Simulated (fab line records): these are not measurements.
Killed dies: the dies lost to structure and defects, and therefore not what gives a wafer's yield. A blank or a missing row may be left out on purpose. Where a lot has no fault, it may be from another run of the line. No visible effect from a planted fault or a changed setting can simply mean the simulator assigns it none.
What tool caused it? | flow sky130 | 11 lots with 33 wafers sampled at 5 steps, on a route of 708 steps

## WHAT THE GAUGES READ, wafer by wafer
SKY_VT_ADJUST_LVTN_TW_MEAS_10.
lot  | measured     | on           | VT_ADJUST_LVTN_TW
L438 | day 7 17:02  | filmMetro-04 | 239.3 240.3 240.6
L437 | day 7 17:23  | filmMetro-02 | 241.6 242.5 242.9
L439 | day 7 18:38  | filmMetro-04 | 240.4 241.8 241.2
L442 | day 8 16:21  | filmMetro-04 | 238.3 240.1 240.3
L443 | day 8 21:39  | filmMetro-02 | 243.2 240.6 242.2
L444 | day 9 05:22  | filmMetro-01 | 243.9 243.5 244.0
L450 | day 10 21:37 | filmMetro-01 | 243.6 243.3 244.3
L453 | day 11 12:21 | filmMetro-01 | 242.5 242.9 243.4
L456 | day 12 07:08 | filmMetro-02 | 240.4 239.8 241.2
L457 | day 12 12:46 | filmMetro-02 | 240.0 240.9 241.5
L458 | day 12 17:35 | filmMetro-01 | 243.8 243.1 243.5

SKY_VT_ADJUST_PCH_TW_MEAS_10.
lot  | measured     | on           | VT_ADJUST_PCH_TW
L438 | day 11 06:01 | filmMetro-03 | 142.9 143.1 143.7
L437 | day 11 06:40 | filmMetro-03 | 142.6 142.9 142.7
L439 | day 11 08:56 | filmMetro-04 | 141.7 141.8 142.3
L442 | day 12 10:03 | filmMetro-04 | 141.8 141.8 142.2
L443 | day 12 17:22 | filmMetro-02 | 141.4 142.3 141.5
L444 | day 13 03:01 | filmMetro-03 | 143.6 144.2 144.1
L450 | day 15 00:50 | filmMetro-02 | 142.1 141.6 142.6
L453 | day 15 19:47 | filmMetro-02 | 141.6 142.1 142.2
L456 | day 16 16:35 | filmMetro-04 | 142.0 142.3 143.3
L457 | day 17 01:19 | filmMetro-03 | 143.1 143.5 143.8
L458 | day 17 05:34 | filmMetro-03 | 143.5 143.3 143.0

SKY_GATE_OXIDE_THK_MEAS_02.
lot  | measured     | on           | GATE_OXIDE_OXIDATION_00_THK (nm)
L438 | day 13 15:04 | filmMetro-01 | 9.86 10.17 10.04
L437 | day 13 15:17 | filmMetro-03 | 10.34 10.37 10.11
L439 | day 13 19:10 | filmMetro-04 | 9.99 10.00 9.84
L442 | day 14 19:37 | filmMetro-03 | 10.18 10.32 10.21
L443 | day 15 04:53 | filmMetro-01 | 10.07 10.13 10.12
L444 | day 15 16:01 | filmMetro-04 | 10.25 10.21 10.02
L450 | day 17 16:49 | filmMetro-01 | 10.64 10.45 10.46
L453 | day 18 17:55 | filmMetro-03 | 9.00 8.97 8.82
L456 | day 19 13:15 | filmMetro-04 | 8.85 8.89 8.69
L457 | day 19 19:25 | filmMetro-04 | 10.11 10.18 10.24
L458 | day 20 00:19 | filmMetro-03 | 9.86 10.02 9.84

## WHAT TOOL EACH LOT RAN ON (gives the tool, then ch and the chambers of the sampled wafers, and finally the start)
lot  | SKY_VT_ADJUST_PCH_STRIP_09          | SKY_GATE_OXIDE_OXIDATION_01
L438 | plasmaAsher-01 ch 0,1, day 11 05:55 | furnace-01 ch 0, day 13 13:37
L437 | plasmaAsher-03 ch 0,1, day 11 06:34 | furnace-02 ch 0, day 13 13:52
L439 | plasmaAsher-02 ch 0,1, day 11 08:50 | furnace-01 ch 0, day 13 17:44
L442 | plasmaAsher-02 ch 0,1, day 12 09:58 | furnace-02 ch 0, day 14 18:11
L443 | plasmaAsher-01 ch 1, day 12 17:16   | furnace-01 ch 0, day 15 03:29
L444 | plasmaAsher-01 ch 0,1, day 13 02:55 | furnace-02 ch 0, day 15 14:36
L450 | plasmaAsher-01 ch 0,1, day 15 00:44 | furnace-01 ch 0, day 17 15:23
L453 | plasmaAsher-02 ch 0,1, day 15 19:41 | furnace-01 ch 0, day 18 16:30
L456 | plasmaAsher-03 ch 1, day 16 16:29   | furnace-01 ch 0, day 19 11:50
L457 | plasmaAsher-03 ch 0, day 17 01:13   | furnace-02 ch 0, day 19 18:00
L458 | plasmaAsher-02 ch 0,1, day 17 05:28 | furnace-02 ch 0, day 19 22:55
- SKY_VT_ADJUST_PCH_STRIP_09: strips in O2/N2.
- SKY_GATE_OXIDE_OXIDATION_01: stabilise 600 s, purge 300 s, target thk 10.268 nm.

## AS READ BY THE TOOLS THEMSELVES (means over the sampled wafers that have a number; for cases with no such wafer, the mark the record gives instead)
SKY_VT_ADJUST_PCH_STRIP_09.
lot  | tool           | drypumpMotorCurrentA (A) | n2FlowSccm (sccm) | o2FlowSccm (sccm) | oesProductAu (a.u.) | stripTimeToEndpointS (s)
L438 | plasmaAsher-01 | 6.2                      | 299.3             | 3003              | 0.722               | 36.94
L437 | plasmaAsher-03 | 5.4                      | 300.6             | 2998              | 0.724               | 37.00
L439 | plasmaAsher-02 | 5.1                      | 299.1             | 2994              | 0.720               | 36.90
L442 | plasmaAsher-02 | 5.4                      | 299.7             | 2996              | 0.724               | 36.86
L443 | plasmaAsher-01 | 5.5                      | 299.7             | 3006              | 0.724               | 36.82
L444 | plasmaAsher-01 | 5.9                      | 299.8             | 2997              | 0.723               | 36.98
L450 | plasmaAsher-01 | 5.9                      | 299.5             | 2992              | 0.726               | 36.97
L453 | plasmaAsher-02 | 5.1                      | 299.7             | 2999              | 0.726               | 36.74
L456 | plasmaAsher-03 | 5.1                      | 299.5             | 2999              | 0.723               | 36.81
L457 | plasmaAsher-03 | 6.1                      | 299.9             | 3006              | 0.722               | 36.91
L458 | plasmaAsher-02 | 5.3                      | 300.0             | 3011              | 0.720               | 36.99

SKY_GATE_OXIDE_OXIDATION_01.
lot  | tool       | spikeTcBottomC (C) | spikeTcCentreC (C) | spikeTcLowerC (C) | spikeTcTopC (C) | spikeTcUpperC (C) | tubeCenterTempC (C) | tube_center_temp_C_max
L438 | furnace-01 | 918.1              | 900.5              | 899.9             | 909.3           | 901.2             | 900                 | 902.1
L437 | furnace-02 | 916.9              | 899.3              | 902.4             | 911.7           | 899.4             | 900                 | 902.5
L439 | furnace-01 | 916.6              | 900.1              | 900.2             | 909.1           | 901.1             | 900                 | 902.2
L442 | furnace-02 | 918.2              | 900.1              | 900.9             | 911.0           | 898.3             | 900                 | 902.4
L443 | furnace-01 | 917.1              | 899.7              | 899.7             | 909.4           | 901.5             | 900                 | 902.4
L444 | furnace-02 | 918.2              | 899.5              | 900.8             | 911.3           | 898.3             | 900                 | 902.5
L450 | furnace-01 | 916.3              | 898.8              | 900.8             | 910.4           | 902.2             | 900                 | 902.7
L453 | furnace-01 | 903.6              | 887.1              | 887.0             | 895.6           | 886.9             | 887                 | 889.3
L456 | furnace-01 | 904.2              | 887.2              | 887.4             | 895.8           | 887.3             | 887                 | 889.0
L457 | furnace-02 | 917.7              | 898.5              | 901.4             | 910.5           | 898.4             | 900                 | 902.1
L458 | furnace-02 | 917.3              | 900.3              | 901.6             | 911.2           | 899.0             | 900                 | 902.3

## THE ANSWER, worked out from the rows above alone
Rule: usual is defined by the lots themselves. The widest of any qualifying gaps counts: lots, ordered by their means at a reading, are off when they make up no more than a third of the lots, leave a main group of 4 or more, and stand apart from it by 3 or more times the standard deviation of that group's means. A main group whose means are all the same, to the digits that the tables above print for the reading, isn't used. Also off: a lot with no number at a reading for which 4 or more lots have one. The other lots that the step has rows for count as sound. The gauges are gone through in route order, then the tools' own readings, and for those a lot's mean is taken as printed above. The first step at which some lot is off is used, and at that step the reading that is off furthest; a lot without a number counts as furthest.
Off: at SKY_GATE_OXIDE_THK_MEAS_02 (GATE_OXIDE_OXIDATION_00_THK), L453, L456. Main group: mean 10.15 nm, sd 0.18.
If a tool, at a process step before that reading, ran all the lots that are off and no sound lot after the first of them, it fits. Not tried: the gauges at SKY_GATE_OXIDE_THK_MEAS_02; whatever is off there is also off at SKY_GATE_OXIDE_OXIDATION_01, on other tools, and gauge error can't account for it. One candidate fits, namely furnace-01 at SKY_GATE_OXIDE_OXIDATION_01. A fault onset in the window from L450 (day 17 15:23, its last sound lot) to L453 (day 18 16:30, its first lot off) fits.
The tool's own readings at SKY_GATE_OXIDE_OXIDATION_01 bear it out: on the lots that are off they differ by more than 5 times the standard deviation of the sound lots' means. spikeTcBottomC reads 903.9 C there against 917.4 C on the sound lots; spikeTcCentreC reads 887.2 C there against 899.6 C on the sound lots; spikeTcLowerC reads 887.2 C there against 900.9 C on the sound lots; spikeTcTopC reads 895.7 C there against 910.4 C on the sound lots; spikeTcUpperC reads 887.1 C there against 899.9 C on the sound lots; tubeCenterTempC reads 887 C there against 900 C on the sound lots; tube_center_temp_C_max reads 889.1 there against 902.4 on the sound lots.

## WHAT THE SIMULATOR HAD INSERTED
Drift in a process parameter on furnace-01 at SKY_GATE_OXIDE_OXIDATION_01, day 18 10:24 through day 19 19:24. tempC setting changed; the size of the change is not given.
Shown lots that were struck: L453, L456. The rule given above showed the same thing.
